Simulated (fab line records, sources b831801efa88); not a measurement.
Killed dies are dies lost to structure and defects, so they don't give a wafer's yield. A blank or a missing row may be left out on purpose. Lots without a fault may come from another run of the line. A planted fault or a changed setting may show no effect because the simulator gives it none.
Which tool did it? | flow gf180mcu | 13 lots, 39 wafers sampled, at 4 steps of a route of 602

WHAT THE GAUGES READ, wafer by wafer
GF_M2_RS_MEAS_05: measures by four-point-probe. Usual: M2_ALCU_RS 0.0695 ohm/sq, standard deviation 0.00075.
lot  | measured     | on            | M2_ALCU_RS (ohm/sq)  | flag
L158 | day 18 07:44 | film_metro-04 | 0.0704 0.0709 0.0709 |
L159 | day 18 18:31 | film_metro-04 | 0.0703 0.0700 0.0694 |
L160 | day 18 23:46 | film_metro-04 | 0.0690 0.0696 0.0692 |
L161 | day 19 13:43 | film_metro-04 | 0.0695 0.0684 0.0696 |
L162 | day 19 18:52 | film_metro-04 | 0.0702 0.0696 0.0688 |
L163 | day 19 23:51 | film_metro-02 | 0.0684 0.0698 0.0682 |
L167 | day 21 14:01 | film_metro-04 | 0.0710 0.0702 0.0692 |
L168 | day 22 05:32 | film_metro-04 | 0.0691 0.0687 0.0679 |
L176 | day 25 04:52 | film_metro-04 | 0.0676 0.0687 0.0690 |
L177 | day 25 12:19 | film_metro-04 | 0.0686 0.0694 0.0697 |
L178 | day 25 15:01 | film_metro-03 | 0.0693 0.0695 0.0688 |
L179 | day 25 23:02 | film_metro-04 | 0.0693 0.0701 0.0693 |
L181 | day 26 07:49 | film_metro-04 | 0.0691 0.0685 0.0693 |

GF_M2_CD_MEAS_14: target cd 280 nm. Usual: cd_nm 279.8 nm, standard deviation 0.96.
lot  | measured     | on        | cd_nm (nm)        | flag
L158 | day 19 07:32 | cd_sem-01 | 280.3 279.3 279.5 |
L159 | day 19 18:57 | cd_sem-02 | 280.1 279.9 279.8 |
L160 | day 19 23:55 | cd_sem-01 | 280.0 279.0 279.8 |
L161 | day 20 13:35 | cd_sem-02 | 281.3 281.1 279.0 |
L162 | day 20 18:47 | cd_sem-02 | 277.6 278.9 280.1 |
L163 | day 20 23:52 | cd_sem-02 | 279.6 278.8 279.0 |
L167 | day 22 12:55 | cd_sem-01 | 274.4 275.2 275.7 | OFF
L168 | day 23 04:20 | cd_sem-02 | 277.2 275.2 274.9 | OFF
L176 | day 26 01:56 | cd_sem-01 | 278.6 279.1 279.4 |
L177 | day 26 09:33 | cd_sem-01 | 281.2 282.3 281.4 |
L178 | day 26 12:34 | cd_sem-02 | 280.2 279.5 280.8 |
L179 | day 26 19:45 | cd_sem-01 | 280.0 280.1 279.9 |
L181 | day 27 04:06 | cd_sem-02 | 281.3 280.3 279.5 |

GF_M2_OVL_MEAS_15. Usual: M2_OVL -1 nm, standard deviation 5.1.
lot  | measured     | on         | M2_OVL (nm) | flag
L158 | day 19 07:39 | overlay-02 | 4 1 1       |
L159 | day 19 19:04 | overlay-02 | -1 -10 -5   |
L160 | day 20 00:01 | overlay-01 | -3 -3 -4    |
L161 | day 20 13:42 | overlay-01 | -10 -10 -3  |
L162 | day 20 18:54 | overlay-02 | -14 -5 -9   |
L163 | day 20 23:59 | overlay-02 | 5 2 -2      |
L167 | day 22 13:02 | overlay-01 | -4 -5 -6    |
L168 | day 23 04:26 | overlay-01 | -3 -2 2     |
L176 | day 26 02:03 | overlay-02 | 1 -4 0      |
L177 | day 26 09:40 | overlay-02 | 2 8 2       |
L178 | day 26 12:40 | overlay-02 | -3 3 3      |
L179 | day 26 19:52 | overlay-02 | 1 0 -9      |
L181 | day 27 04:13 | overlay-01 | 7 5 11      |

WHICH TOOL RAN EACH LOT (tool, then ch and the chambers of the sampled wafers, then the start)
lot  | GF_M2_PEB_12
L158 | litho_track-02 ch 0, day 19 07:11
L159 | litho_track-04 ch 0, day 19 18:37
L160 | litho_track-04 ch 0, day 19 23:36
L161 | litho_track-02 ch 0, day 20 13:14
L162 | litho_track-04 ch 0, day 20 18:26
L163 | litho_track-01 ch 0, day 20 23:32
L167 | litho_track-01 ch 0, day 22 12:35
L168 | litho_track-01 ch 0, day 23 04:01
L176 | litho_track-04 ch 0, day 26 01:35
L177 | litho_track-02 ch 0, day 26 09:13
L178 | litho_track-04 ch 0, day 26 12:14
L179 | litho_track-01 ch 0, day 26 19:24
L181 | litho_track-02 ch 0, day 27 03:46
- GF_M2_PEB_12: peb time 90 s.

WHAT THE TOOLS THEMSELVES READ (means of the sampled wafers that have a number; where no wafer has one, the mark that the record gives instead)
GF_M2_PEB_12. Usual: resist_line_temp_C 22.99 C, standard deviation 0.1.
lot  | tool           | resist_line_temp_C (C) | flag
L158 | litho_track-02 | 23.04                  |
L159 | litho_track-04 | 23.12                  |
L160 | litho_track-04 | 22.97                  |
L161 | litho_track-02 | 22.91                  |
L162 | litho_track-04 | 22.81                  |
L163 | litho_track-01 | 23.06                  |
L167 | litho_track-01 | 22.90                  |
L168 | litho_track-01 | 23.08                  |
L176 | litho_track-04 | 23.01                  |
L177 | litho_track-02 | 23.15                  |
L178 | litho_track-04 | 22.87                  |
L179 | litho_track-01 | 22.96                  |
L181 | litho_track-02 | 22.92                  |

THE ANSWER, worked out from the rows above alone
Rule: a lot is off if the mean of its wafers that have a number lies more than 3 standard deviations from the usual mean. A lot without any number at a reading at which 4 lots or more have one is off too. The other lots that the step has rows for count as sound. The gauges are gone through in route order, then the tools' own readings, and for those a lot's mean is taken as printed above. The first step at which some lot is off is used, and at that step the reading that is off furthest; a lot without a number counts as furthest.
Off: L167, L168, at GF_M2_CD_MEAS_14 (cd_nm).
A tool fits if, at a process step before that reading, it ran every lot that is off, and no sound lot after the first of them. The gauges at GF_M2_CD_MEAS_14 are tried like those tools. None of those tried fits.

WHAT THE SIMULATOR HAD PUT IN
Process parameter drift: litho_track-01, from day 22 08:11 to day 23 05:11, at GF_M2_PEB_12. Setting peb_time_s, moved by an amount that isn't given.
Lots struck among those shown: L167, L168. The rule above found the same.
